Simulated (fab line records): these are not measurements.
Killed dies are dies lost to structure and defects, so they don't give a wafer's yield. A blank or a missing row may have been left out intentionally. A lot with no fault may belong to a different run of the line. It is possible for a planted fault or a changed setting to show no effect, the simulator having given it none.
A single fault, viewed from 2 desks || flow gf180mcu || each desk holds nothing but its own numbers, with what lay behind them at the end

DESK OF THE TOOL OWNER: rieDiel-02
The tool's own readings at GF_M5_ETCH_09 (etches Si3N4 in CF4/O2, target depth 52 nm, time 11.6 s): means of the sampled wafers that have a number, for each lot that ran on this tool. If a lot's mean is further than 4 standard deviations from the usual mean, the lot is out of limits and carries the mark OUT (the distance appears in the brackets).
Columns: A = biasW at GF_M5_ETCH_09, usual 150.0 W; B = cf4FlowSccm at GF_M5_ETCH_09, usual 80.04 sccm; C = drypumpMotorCurrentA at GF_M5_ETCH_09, usual 5.69 A; D = oesProductAu at GF_M5_ETCH_09, usual 1.002 a.u.; E = throttleValvePct at GF_M5_ETCH_09, usual 5.972 %
{"lot": "L622", "first seen here": "day 26 08:45", "A": 150.7, "B": 80.04, "C": 5.64, "D": 1.007, "E": 5.978}
{"lot": "L628", "first seen here": "day 28 05:04", "A": 150.1, "B": 79.64, "C": 5.60, "D": 1.011, "E": 5.978}
{"lot": "L636", "first seen here": "day 30 19:10", "A": 150.1, "B": 80.06, "C": 5.74, "D": 0.980, "E": 5.959}
{"lot": "L638", "first seen here": "day 31 10:46", "A": 150.2, "B": 80.13, "C": 5.71, "D": "0.964 (-4.0) OUT", "E": 5.953}
This desk finds L638 out of limits, L638 being first, at day 31 10:46 (oesProductAu at GF_M5_ETCH_09). L622, L628, L636 stayed within limits.

METROLOGY DESK
What the gauges read for every lot (on any tool): the sampled wafers with a number, averaged. If a lot's mean is further than 4 standard deviations from the usual mean, the lot is out of limits and carries the mark OUT (the distance appears in the brackets).
Columns: A = cdNm at GF_M5_CD_MEAS_07, usual 280.3 nm; B = M5_OVL at GF_M5_OVL_MEAS_08, usual 1 nm
{"lot": "L622", "first seen here": "day 26 08:36", "A": 280.5, "B": -1}
{"lot": "L628", "first seen here": "day 28 04:59", "A": 280.3, "B": 3}
{"lot": "L636", "first seen here": "day 30 19:02", "A": 278.4, "B": 3}
{"lot": "L638", "first seen here": "day 31 10:37", "A": 282.8, "B": 6}
{"lot": "L639", "first seen here": "day 32 04:47", "A": 281.7, "B": -10}
{"lot": "L645", "first seen here": "day 33 02:02", "A": 280.8, "B": -3}
This desk's verdict: no lot among the 6 shows anything out of limits.

ALL TOGETHER
At day 31 10:46, on L638, the tool owner's desk was in a position to raise an alarm.
From the metrology desk's view, nothing was out of limits.
The metrology desk holds a record of L638, inside its limits.
On rieDiel-02, each named lot ran GF_M5_ETCH_09.

WHAT WAS PUT IN BY THE SIMULATOR
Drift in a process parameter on rieDiel-02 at GF_M5_ETCH_09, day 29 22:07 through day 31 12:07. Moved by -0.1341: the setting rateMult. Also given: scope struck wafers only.
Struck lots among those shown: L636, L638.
Time in hours from fault onset to the first out-of-limits reading at each desk: the tool owner's desk, 37.
